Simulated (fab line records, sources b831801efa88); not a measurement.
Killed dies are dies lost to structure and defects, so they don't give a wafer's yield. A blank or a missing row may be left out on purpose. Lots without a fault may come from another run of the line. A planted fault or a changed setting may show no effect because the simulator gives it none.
Which tool did it? | flow sky130 | 12 lots, 36 wafers sampled, at 3 steps of a route of 708

WHAT THE GAUGES READ, wafer by wafer
SKY_PASSIVATION_THK_MEAS_01. Usual: PASSIVATION_CVD_00_THK 89.7 nm, standard deviation 1.1.
lot  | measured     | on            | PASSIVATION_CVD_00_THK (nm) | flag
L574 | day 43 03:31 | film_metro-03 | 87.5 88.2 89.7              |
L575 | day 43 23:11 | film_metro-03 | 89.6 89.4 90.9              |
L581 | day 45 20:29 | film_metro-03 | 89.4 90.6 90.0              |
L583 | day 46 04:59 | film_metro-04 | 87.5 90.7 89.8              |
L584 | day 46 15:53 | film_metro-02 | 88.4 91.0 91.3              |
L586 | day 46 19:37 | film_metro-04 | 90.2 91.4 91.2              |
L590 | day 48 04:20 | film_metro-03 | 88.7 91.0 90.2              |
L592 | day 48 13:27 | film_metro-02 | 90.1 90.0 90.6              |
L593 | day 48 15:10 | film_metro-04 | 88.6 88.1 88.3              |
L594 | day 49 04:43 | film_metro-04 | 89.6 89.7 89.1              |
L595 | day 49 09:45 | film_metro-04 | 88.5 89.8 90.7              |
L596 | day 49 14:42 | film_metro-02 | 89.1 88.5 89.3              |

WHICH TOOL RAN EACH LOT (tool, then ch and the chambers of the sampled wafers, then the start)
lot  | SKY_POLY_GATE_ETCH_17            | SKY_METAL5_SPUTTER_04
L574 | rie_si-01 ch 0,1, day 15 18:15   | pvd_sputter-04, day 42 04:11
L575 | rie_si-02 ch 2,3, day 16 19:03   | pvd_sputter-04, day 42 23:58
L581 | rie_si-01 ch 0,1,3, day 19 01:01 | pvd_sputter-04, day 44 22:40
L583 | rie_si-02 ch 0,1,3, day 19 20:07 | pvd_sputter-04, day 45 07:34
L584 | rie_si-02 ch 1,2,3, day 20 07:31 | pvd_sputter-04, day 45 18:53
L586 | rie_si-02 ch 1,2,3, day 20 16:49 | pvd_sputter-04, day 45 22:22
L590 | rie_si-01 ch 0,3, day 22 22:30   | pvd_sputter-02, day 47 07:26
L592 | rie_si-01 ch 0,3, day 23 05:49   | pvd_sputter-04, day 47 18:23
L593 | rie_si-01 ch 2,3, day 23 10:55   | pvd_sputter-03, day 47 18:59
L594 | rie_si-01 ch 0,2, day 24 04:13   | pvd_sputter-04, day 48 10:06
L595 | rie_si-02 ch 1,2,3, day 24 17:16 | pvd_sputter-03, day 48 15:59
L596 | rie_si-02 ch 0,2,3, day 25 01:37 | pvd_sputter-04, day 48 20:40
- SKY_POLY_GATE_ETCH_17: etches poly-Si in HBr/Cl2, stops on SiO2, target depth 180 nm, time 70.5 s.
- SKY_METAL5_SPUTTER_04: material TiN, target thk 70 nm, time 58.3 s.

WHAT THE TOOLS THEMSELVES READ (means of the sampled wafers that have a number; where no wafer has one, the mark that the record gives instead)
SKY_POLY_GATE_ETCH_17. Usual: drypump_motor_current_A 5.81 A, standard deviation 0.26; oes_product_au 0.985 a.u., standard deviation 0.0066; throttle_valve_pct 33.684 %, standard deviation 0.0089.
lot  | tool      | drypump_motor_current_A (A) | oes_product_au (a.u.) | throttle_valve_pct (%) | flag
L574 | rie_si-01 | 5.56                        | 0.993                 | 33.680                 |
L575 | rie_si-02 | 5.84                        | 0.996                 | 33.685                 |
L581 | rie_si-01 | 5.85                        | 0.984                 | 33.682                 |
L583 | rie_si-02 | 5.65                        | 0.984                 | 33.684                 |
L584 | rie_si-02 | 5.75                        | 0.989                 | 33.690                 |
L586 | rie_si-02 | 5.73                        | 0.986                 | 33.677                 |
L590 | rie_si-01 | 6.12                        | 0.992                 | 33.681                 |
L592 | rie_si-01 | 6.08                        | 0.988                 | 33.685                 |
L593 | rie_si-01 | 6.02                        | 0.988                 | 33.684                 |
L594 | rie_si-01 | 6.02                        | 0.984                 | 33.680                 |
L595 | rie_si-02 | 5.75                        | 0.986                 | 33.693                 |
L596 | rie_si-02 | 5.75                        | 0.971                 | 33.684                 |

SKY_METAL5_SPUTTER_04. Usual: cathode_dc_power_W 6499.9 W, standard deviation 1.3; chamber_pressure_pa 0.4000 Pa, standard deviation 0.00076; throttle_valve_pct 29.7 %, standard deviation 0.86.
lot  | tool           | cathode_dc_power_W (W) | chamber_pressure_pa (Pa) | throttle_valve_pct (%) | flag
L574 | pvd_sputter-04 | 6499.6                 | 0.4000                   | 30.2                   |
L575 | pvd_sputter-04 | 6501.2                 | 0.3995                   | 29.5                   |
L581 | pvd_sputter-04 | 6500.7                 | 0.3993                   | 30.1                   |
L583 | pvd_sputter-04 | 6501.0                 | 0.4001                   | 29.7                   |
L584 | pvd_sputter-04 | 6499.5                 | 0.3996                   | 29.7                   |
L586 | pvd_sputter-04 | 6499.6                 | 0.4000                   | 29.1                   |
L590 | pvd_sputter-02 | 6500.5                 | 0.4001                   | 30.0                   |
L592 | pvd_sputter-04 | 6499.2                 | 0.3998                   | 29.2                   |
L593 | pvd_sputter-03 | 6500.8                 | 0.4001                   | 29.7                   |
L594 | pvd_sputter-04 | 6499.9                 | 0.3995                   | 29.0                   |
L595 | pvd_sputter-03 | 6498.4                 | 0.3995                   | 29.1                   |
L596 | pvd_sputter-04 | 6500.4                 | 0.3997                   | 29.6                   |

THE ANSWER, worked out from the rows above alone
Rule: a lot is off if the mean of its wafers that have a number lies more than 3 standard deviations from the usual mean. A lot without any number at a reading at which 4 lots or more have one is off too. The other lots that the step has rows for count as sound. The gauges are gone through in route order, then the tools' own readings, and for those a lot's mean is taken as printed above. The first step at which some lot is off is used, and at that step the reading that is off furthest; a lot without a number counts as furthest.
No lot is off at any reading shown: from this, nothing can be told.

WHAT THE SIMULATOR HAD PUT IN
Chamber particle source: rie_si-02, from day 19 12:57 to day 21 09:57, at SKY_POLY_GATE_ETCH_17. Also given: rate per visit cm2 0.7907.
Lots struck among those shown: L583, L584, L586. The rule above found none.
